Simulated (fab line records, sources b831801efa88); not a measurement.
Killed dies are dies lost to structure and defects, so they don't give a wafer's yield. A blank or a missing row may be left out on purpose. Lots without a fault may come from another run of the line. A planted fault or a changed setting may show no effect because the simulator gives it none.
Which tool did it? | flow gf180mcu | 12 lots, 36 wafers sampled, at 7 steps of a route of 602

WHAT THE GAUGES READ, wafer by wafer
GF_CONTACT_RS_MEAS_25: measures by four-point-probe.
lot  | measured     | on            | CONTACT_W_RS (ohm/sq)
L266 | day 17 04:58 | film_metro-02 | 0.388 0.380 0.383
L268 | day 18 02:38 | film_metro-02 | 0.389 0.379 0.389
L270 | day 18 17:08 | film_metro-01 | 0.381 0.381 0.381
L273 | day 19 22:06 | film_metro-04 | 0.375 0.383 0.377
L274 | day 20 05:43 | film_metro-02 | 0.384 0.389 0.377
L276 | day 21 03:07 | film_metro-01 | 0.384 0.373 0.373
L277 | day 21 06:29 | film_metro-04 | 0.445 0.441 0.444
L278 | day 21 18:49 | film_metro-04 | 0.431 0.446 0.439
L281 | day 22 18:09 | film_metro-02 | 0.391 0.383 0.395
L284 | day 23 16:26 | film_metro-01 | 0.387 0.388 0.382
L285 | day 23 20:34 | film_metro-02 | 0.385 0.384 0.383
L286 | day 24 09:50 | film_metro-02 | 0.388 0.391 0.392

GF_CONTACT_THK_MEAS_26: measures by xrf.
lot  | measured     | on            | CONTACT_W_THK (nm)
L266 | day 17 05:05 | film_metro-02 | 291 297 291
L268 | day 18 02:45 | film_metro-02 | 291 301 290
L270 | day 18 17:15 | film_metro-01 | 294 295 296
L273 | day 19 22:13 | film_metro-04 | 303 298 301
L274 | day 20 05:50 | film_metro-02 | 292 291 298
L276 | day 21 03:13 | film_metro-01 | 294 302 302
L277 | day 21 06:35 | film_metro-04 | 254 257 255
L278 | day 21 18:56 | film_metro-04 | 265 257 259
L281 | day 22 18:15 | film_metro-02 | 287 294 283
L284 | day 23 16:33 | film_metro-01 | 294 294 299
L285 | day 23 20:40 | film_metro-02 | 294 294 295
L286 | day 24 09:58 | film_metro-02 | 292 289 289

GF_M3_OVL_MEAS_15.
lot  | measured     | on         | M3_OVL (nm)
L266 | day 22 11:44 | overlay-02 | 2 -4 2
L268 | day 23 05:35 | overlay-01 | 7 3 9
L270 | day 23 22:26 | overlay-02 | -1 -3 -14
L273 | day 24 23:50 | overlay-01 | -7 -9 -5
L274 | day 25 09:08 | overlay-02 | 12 -1 4
L276 | day 26 02:54 | overlay-02 | 0 2 0
L277 | day 26 05:14 | overlay-01 | 5 -9 1
L278 | day 26 17:14 | overlay-01 | -6 -9 -2
L281 | day 27 13:26 | overlay-02 | 1 -4 10
L284 | day 28 07:29 | overlay-01 | 3 4 3
L285 | day 28 12:41 | overlay-02 | 3 -6 -6
L286 | day 28 22:20 | overlay-02 | -7 -1 -11

WHICH TOOL RAN EACH LOT (tool, then ch and the chambers of the sampled wafers, then the start)
lot  | GF_CONTACT_CVD_24             | GF_CONTACT_CMP_27             | GF_V1_ETCH_17                                 | GF_M3_SPUTTER_03
L266 | cvd_w-01 ch 0,1, day 17 04:52 | cmp-02 ch 0,2,3, day 17 05:12 | rie_diel-02 ch 0,1,2, day 21 12:25 or earlier | pvd_sputter-01, day 21 12:25
L268 | cvd_w-01 ch 0,1, day 18 02:31 | cmp-02 ch 0,1, day 18 02:48   | rie_diel-03 ch 0,2,3, day 22 06:38 or earlier | pvd_sputter-04, day 22 06:38
L270 | cvd_w-02 ch 0,1, day 18 17:02 | cmp-02 ch 2,3, day 18 17:19   | rie_diel-02 ch 0,2, day 22 23:19 or earlier   | pvd_sputter-04, day 22 23:19
L273 | cvd_w-02 ch 0,1, day 19 22:00 | cmp-02 ch 0,3, day 19 22:17   | rie_diel-04 ch 0,1,2, day 24 01:49 or earlier | pvd_sputter-01, day 24 01:49
L274 | cvd_w-01 ch 0,1, day 20 05:37 | cmp-01 ch 0,1, day 20 05:56   | rie_diel-02 ch 0,1, day 24 11:02 or earlier   | pvd_sputter-01, day 24 11:02
L276 | cvd_w-02 ch 0,1, day 21 02:59 | cmp-02 ch 2,3, day 21 03:14   | rie_diel-03 ch 1,2,3, day 25 05:37 or earlier | pvd_sputter-04, day 25 05:37
L277 | cvd_w-02 ch 0,1, day 21 06:22 | cmp-01 ch 1,2,3, day 21 06:47 | rie_diel-03 ch 0,2,3, day 25 07:32 or earlier | pvd_sputter-03, day 25 07:32
L278 | cvd_w-02 ch 0,1, day 21 18:43 | cmp-02 ch 1,2, day 21 18:59   | rie_diel-04 ch 0,2, day 25 20:14 or earlier   | pvd_sputter-01, day 25 20:14
L281 | cvd_w-01 ch 0,1, day 22 18:02 | cmp-02 ch 0,1,3, day 22 18:23 | rie_diel-02 ch 1,2,3, day 26 16:56 or earlier | pvd_sputter-03, day 26 16:56
L284 | cvd_w-01 ch 0,1, day 23 16:20 | cmp-02 ch 0,2, day 23 16:40   | rie_diel-04 ch 0,2,3, day 27 12:04 or earlier | pvd_sputter-01, day 27 12:04
L285 | cvd_w-01 ch 1, day 23 20:26   | cmp-02 ch 2,3, day 23 20:46   | rie_diel-02 ch 1,2, day 27 17:02 or earlier   | pvd_sputter-03, day 27 17:02
L286 | cvd_w-01 ch 0,1, day 24 09:44 | cmp-02 ch 2,3, day 24 10:01   | rie_diel-04 ch 1,2,3, day 28 03:25 or earlier | pvd_sputter-04, day 28 03:25
- GF_CONTACT_CVD_24: deposits W, target thk 300 nm, time 90.339 s.
- GF_CONTACT_CMP_27: polishes, stops on SiO2, t overpolish 15 s, target thk 0 nm.
- GF_V1_ETCH_17: etches SiO2 in C4F8/O2/Ar, stops on TiN, target depth 630 nm.
- GF_M3_SPUTTER_03: material Ti, target thk 10 nm, time 6.7 s.

WHAT THE TOOLS THEMSELVES READ (means of the sampled wafers that have a number; where no wafer has one, the mark that the record gives instead)
GF_CONTACT_CVD_24.
lot  | tool     | chamber_pressure_Torr (Torr) | heater_power_outer_w (W) | heater_power_w (W) | susceptor_temp_C (C)
L266 | cvd_w-01 | 40.01                        | 541                      | 917                | 399.95
L268 | cvd_w-01 | 40.00                        | 505                      | 841                | 400.29
L270 | cvd_w-02 | 39.99                        | 555                      | 927                | 399.75
L273 | cvd_w-02 | 40.05                        | 570                      | 911                | 399.89
L274 | cvd_w-01 | 40.02                        | 514                      | 824                | 399.99
L276 | cvd_w-02 | 40.03                        | 608                      | 981                | 400.04
L277 | cvd_w-02 | 39.99                        | 572                      | 923                | 392.21
L278 | cvd_w-02 | 40.03                        | 528                      | 866                | 392.14
L281 | cvd_w-01 | 39.96                        | 511                      | 848                | 400.03
L284 | cvd_w-01 | 39.89                        | 514                      | 840                | 400.31
L285 | cvd_w-01 | 39.97                        | 558                      | 941                | 400.11
L286 | cvd_w-01 | 40.03                        | 502                      | 839                | 400.00

GF_CONTACT_CMP_27.
lot  | tool   | motor_current_A (A) | time_to_endpoint_s (s)
L266 | cmp-02 | 10.1                | 70
L268 | cmp-02 | 12.0                | 77
L270 | cmp-02 | 11.8                | 78
L273 | cmp-02 | 11.4                | 72
L274 | cmp-01 | 10.1                | 73
L276 | cmp-02 | 10.3                | 76
L277 | cmp-01 | 11.7                | 64
L278 | cmp-02 | 12.0                | 64
L281 | cmp-02 | 11.6                | 71
L284 | cmp-02 | 9.2                 | 75
L285 | cmp-02 | 10.3                | 77
L286 | cmp-02 | 11.3                | 76

GF_V1_ETCH_17.
lot  | tool        | oes_product_au (a.u.)
L266 | rie_diel-02 | 0.862
L268 | rie_diel-03 | 0.856
L270 | rie_diel-02 | 0.855
L273 | rie_diel-04 | 0.855
L274 | rie_diel-02 | 0.858
L276 | rie_diel-03 | 0.861
L277 | rie_diel-03 | 0.851
L278 | rie_diel-04 | 0.857
L281 | rie_diel-02 | 0.856
L284 | rie_diel-04 | 0.856
L285 | rie_diel-02 | 0.856
L286 | rie_diel-04 | 0.853

GF_M3_SPUTTER_03.
lot  | tool           | throttle_valve_pct (%)
L266 | pvd_sputter-01 | 30.1
L268 | pvd_sputter-04 | 30.7
L270 | pvd_sputter-04 | 30.8
L273 | pvd_sputter-01 | 29.8
L274 | pvd_sputter-01 | 29.9
L276 | pvd_sputter-04 | 30.6
L277 | pvd_sputter-03 | 29.2
L278 | pvd_sputter-01 | 29.6
L281 | pvd_sputter-03 | 29.0
L284 | pvd_sputter-01 | 30.0
L285 | pvd_sputter-03 | 28.8
L286 | pvd_sputter-04 | 30.5

THE ANSWER, worked out from the rows above alone
Rule: what is usual is taken from the lots themselves. Put in order of their means at a reading, lots are off if they are a third of the lots or fewer, leave a main group of 4 or more, and stand apart from it by a gap of 3 or more times the standard deviation of the main group's means; of several such gaps the widest counts. A main group whose means are all the same, to the digits that the tables above print for the reading, isn't used. A lot without any number at a reading at which 4 lots or more have one is off too. The other lots that the step has rows for count as sound. The gauges are gone through in route order, then the tools' own readings, and for those a lot's mean is taken as printed above. The first step at which some lot is off is used, and at that step the reading that is off furthest; a lot without a number counts as furthest.
Off: L277, L278, at GF_CONTACT_RS_MEAS_25 (CONTACT_W_RS). The main group: mean 0.384 ohm/sq, standard deviation 0.0042.
A tool fits if, at a process step before that reading, it ran every lot that is off, and no sound lot after the first of them. The gauges at GF_CONTACT_RS_MEAS_25 aren't tried: what is off there is off at GF_CONTACT_CVD_24 too, on other tools, and a gauge's error can't cause that. One fits: cvd_w-02 at GF_CONTACT_CVD_24. Its last sound lot is L276 (day 21 02:59), its first lot that is off L277 (day 21 06:22): a fault that began between those two fits.
The tool's own readings at GF_CONTACT_CVD_24 bear it out: on the lots that are off they differ by more than 5 times the standard deviation of the sound lots' means. susceptor_temp_C reads 392.17 C there against 400.04 C on the sound lots.

WHAT THE SIMULATOR HAD PUT IN
Process parameter drift: cvd_w-02, from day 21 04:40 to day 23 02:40, at GF_CONTACT_CVD_24. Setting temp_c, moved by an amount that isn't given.
Lots struck among those shown: L277, L278. The rule above found the same.
